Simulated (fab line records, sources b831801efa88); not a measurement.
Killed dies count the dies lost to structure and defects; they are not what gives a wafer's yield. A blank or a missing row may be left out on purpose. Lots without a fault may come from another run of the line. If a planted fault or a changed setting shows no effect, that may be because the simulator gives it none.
A lot that was struck, set against a sound lot + flow sky130 + 43 out of 708 route steps
Sound: the wafers L697.2, L697.3, L697.5. The struck wafers were L714.2, L714.4, L714.6. The cause is given at the end.
Order at every step that has rows: each side's tool, ch and its chambers, its first start. Under that, the readings that differ: sound wafers + struck wafers + difference of the means + sigmas: that difference in standard deviations of wafers without a fault.
alike: readings whose means differ by less than 2 such deviations, and words and numbers that are the same on both sides. not compared: withheld readings, readings that some wafer has no value for, bounds like >300 that may hide the same value, and numbers for which the record gives no deviation and whose values overlap.
The two part at a step that has a row with sigmas, a row that says differs or no value, or rows on one side only. Numbers that don't overlap but have no deviation are shown without sigmas and don't part them. Lack of a reading on every wafer of one side parts them only where that side has two or more wafers.

first, 1 step without rows for these wafers: SKY_VIA4_CMP_02 (polishes SiO2).
SKY_VIA4_BOW_MEAS_03:
  struck on filmMetro-03, day 46 23:26; sound on filmMetro-03, day 41 18:37
  alike: VIA4_BOW
then, 7 steps without rows for these wafers: SKY_VIA4_DEHYDRATE_04 (time 60 s); SKY_VIA4_HMDS_05 (prime time 60 s); SKY_VIA4_COAT_06 (resist thk 1140 nm); SKY_VIA4_SOFTBAKE_07 (time 60 s); SKY_VIA4_EXPOSE_08 (exposes mask VIM4, target cd 800 nm); SKY_VIA4_PEB_09; SKY_VIA4_DEVELOP_10 (develop time 60 s).
SKY_VIA4_OVL_MEAS_11:
  struck on overlay-01, day 47 18:57; sound on overlay-01, day 42 17:47
  alike: VIA4_OVL
then, 1 step without rows for these wafers: SKY_VIA4_ETCH_12 (etches SiO2 in C4F8/O2/Ar, stops on TiN, target depth 580 nm).
SKY_VIA4_STRIP_13: strips in O2/N2.
  sound on plasmaAsher-04 ch 0,1, day 42 17:53; struck on plasmaAsher-03 ch 0,1, day 47 19:03
  alike: drypumpMotorCurrentA, oesProductAu, stripTimeToEndpointS
  not compared: rfHoursCounterH
SKY_VIA4_STRIP_14: strips in post etch residue remover, time 1200 s.
  sound on wetBench-03 ch 3, day 42 17:59; struck on wetBench-04 ch 3, day 47 19:09
then, 4 steps without rows for these wafers: SKY_VIA4_CLEAN_15 (cleans in IPA, time 180 s); SKY_VIA4_CLEAN_16 (cleans in O3/DIW); SKY_VIA4_SPUTTER_17 (material TiN, target thk 20 nm, time 80 s); SKY_VIA4_CVD_18 (deposits W, target thk 505 nm, time 152.14 s).
SKY_VIA4_RS_MEAS_19: measurement is done with a four-point probe.
  struck on filmMetro-04, day 47 19:55; sound on filmMetro-03, day 42 18:44
  alike: VIA4_W_RS
SKY_VIA4_THK_MEAS_20: measures by xrf.
  struck on filmMetro-04, day 47 20:01; sound on filmMetro-03, day 42 18:50
  alike: VIA4_W_THK
then, 1 step without rows for these wafers: SKY_VIA4_CMP_21 (polishes, stops on SiO2, t overpolish 25 s, target thk 0 nm).
SKY_METAL5_SPUTTER_00: material Ti, target thk 15 nm, time 10 s.
  struck on pvdSputter-02, day 47 20:22; sound on pvdSputter-01, day 42 19:16
  alike: throttleValvePct
then, 2 steps without rows for these wafers: SKY_METAL5_SPUTTER_01 (material TiN, target thk 20 nm, time 16.7 s); SKY_METAL5_SPUTTER_02 (material AlCu, target thk 1150 nm, time 61.2 s).
SKY_METAL5_SPUTTER_03: material Ti, target thk 5 nm, time 3.3 s.
  struck on pvdSputter-02, day 47 20:28; sound on pvdSputter-01, day 42 19:22
  alike: throttleValvePct
then, 1 step without rows for these wafers: SKY_METAL5_SPUTTER_04 (material TiN, target thk 70 nm, time 58.3 s).
SKY_METAL5_RS_MEAS_05: measurement is done with a four-point probe.
  struck on filmMetro-02, day 47 20:33; sound on filmMetro-04, day 42 19:28
  alike: METAL5_ALCU_RS
SKY_METAL5_THK_MEAS_06: measures by xrf.
  struck on filmMetro-02, day 47 20:40; sound on filmMetro-04, day 42 19:34
  alike: METAL5_ALCU_THK
then, 7 steps without rows for these wafers: SKY_METAL5_DEHYDRATE_07 (time 60 s); SKY_METAL5_HMDS_08 (prime time 60 s); SKY_METAL5_COAT_09 (resist thk 1800 nm); SKY_METAL5_SOFTBAKE_10 (time 60 s); SKY_METAL5_EXPOSE_11 (exposes mask MM5, target cd 1600 nm); SKY_METAL5_PEB_12; SKY_METAL5_DEVELOP_13 (develop time 60 s).
SKY_METAL5_DESCUM_14: chemistry O2, time 11 s.
  sound on rieMetal-04 ch 0,1, day 43 17:30; struck on rieMetal-01 ch 0,1, day 48 14:43
  alike: drypumpMotorCurrentA, heBacksideLeakSccm, oesProductAu
  not compared: rfHoursCounterH
SKY_METAL5_METAL_ETCH_15: etches the open film in Cl2/BCl3, stops on SiO2, target depth 1260 nm, time 252 s.
  sound on rieMetal-04 ch 0,1, day 43 17:32; struck on rieMetal-01 ch 0,1, day 48 14:44
  alike: drypumpMotorCurrentA, heBacksideLeakSccm, oesProductAu, throttleValvePct
  not compared: rfHoursCounterH
then, 5 steps without rows for these wafers: SKY_METAL5_STRIP_16 (strips in O2/N2); SKY_METAL5_STRIP_17 (strips in post etch residue remover, time 1200 s); SKY_METAL5_CLEAN_18 (cleans in IPA, time 180 s); SKY_METAL5_CLEAN_19 (cleans in O3/DIW); SKY_PASSIVATION_CVD_00 (deposits SiO2, target thk 90 nm).
SKY_PASSIVATION_THK_MEAS_01:
  struck on filmMetro-03, day 48 15:37; sound on filmMetro-03, day 43 18:24
  alike: PASSIVATION_CVD_00_THK
SKY_PAD_OPEN_PROBE_99:
  struck on prober-01, day 50 07:05; sound on prober-02, day 45 16:50
| reading                               | sound             | struck            | difference | sigmas |
|---------------------------------------|-------------------|-------------------|------------|--------|
| defectLimitedYield (%)                | 79.3 83.7 81.7    | 74.6 75.2 76.4    | -6.2       | -3     |
| killed_at_M4_up                       | 2 2 3             | 53 54 53          | +51        | +30    |
| killedDies                            | 102 80 90         | 125 122 116       | +30        | +3     |
| killedOnRim                           | 21 11 19          | 35 26 25          | +12        | +3     |
| killedShort                           | 46 47 45          | 33 33 20          | -17        | -2     |
| sort_bin_3_pad_short (%)              | 1.2 1.0 1.4       | 5.1 3.5 5.1       | +3.4       | +7     |
| sort_bin_5_function (%)               | 12.2 9.1 9.3      | 13.8 13.8 12.6    | +3.2       | +2     |
| sortNPass                             | 390 412 402       | 367 370 376       | -30        | -3     |
| sortYieldPct (%)                      | 79.3 83.7 81.7    | 74.6 75.2 76.4    | -6.2       | -3     |
| model.etest.tester.sortNPass          | 390 412 402       | 367 370 376       | -30        |        |
| model.etest.tester.sortYieldPct (%)   | 79.27 83.74 81.71 | 74.59 75.2 76.42  | -6.17      |        |
| model.etest.tester.sort_bin_5_pct (%) | 12.2 9.146 9.35   | 13.82 13.82 12.6  | +3.18      |        |
| model.etest.tester.sort_bin_3_pct (%) | 1.22 1.016 1.423  | 5.081 3.455 5.081 | +3.319     |        |
  alike: killed_at_M0_to_M3, killedAtContacts, killedAtFrontEnd, killedAtOther, killedOpen, sort_bin_6_memory

== WHERE THEY PART ==
Only at SKY_PAD_OPEN_PROBE_99, within this record.

WHY: the cause the simulator had injected
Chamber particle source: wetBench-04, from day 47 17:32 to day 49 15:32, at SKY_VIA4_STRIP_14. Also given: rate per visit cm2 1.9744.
